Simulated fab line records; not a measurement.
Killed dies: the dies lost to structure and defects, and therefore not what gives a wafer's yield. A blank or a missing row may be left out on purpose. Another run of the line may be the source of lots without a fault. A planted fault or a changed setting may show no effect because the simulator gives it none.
Matching of chambers ; flow sky130 ; SKY_LI_CONTACT_CMP_02 on cmp-01: 4 sister chambers
The step polishes PSG. 7 wafers are shown with their chamber, then 7 later ones without.

EACH WAFER AND ITS CHAMBER
wafer;chamber;motor_current_A (A);time_to_endpoint_s (s)
L543.1;2;10.8;33.8
L544.5;0;13.7;33.8
L544.6;1;11.3;34.5
L551.1;3;15.0;31.6
L551.6;0;13.6;32.1
L556.1;2;11.0;34.2
L556.2;1;11.3;30.0

WAFERS WHOSE CHAMBER IS MISSING
wafer;motor_current_A (A);time_to_endpoint_s (s)
L556.6;11.2;38.3
L558.3;15.4;33.5
L558.4;12.2;32.2
L558.6;11.0;33.8
L562.1;10.9;36.5
L562.3;15.2;32.6
L562.6;11.2;34.8

EACH ONE'S CHAMBER
wafer;from the rows above;in truth
L556.6;can't be placed: 1 or 2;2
L558.3;3;3
L558.4;1;1
L558.6;2;2
L562.1;2;2
L562.3;3;3
L562.6;can't be placed: 1 or 2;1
Correct placement for 5 of the 7. From these rows, 2 cannot be placed; in 2 the true chamber is one of the candidates. Number placed wrongly: 0.
How it was worked out, from the rows above alone: a wafer's distance from a chamber is the root of the sum, over the readings, of the square of ((its reading less the chamber's mean) divided by the reading's scatter). The wafer belongs to the nearest chamber; if the next one is less than 2 further off, it can't be placed. Each chamber's mean is taken over the wafers shown for it. The scatter: take each reading less its chamber's mean, square it, sum over the shown wafers, divide by the number of wafers less the number of chambers, and take the root.
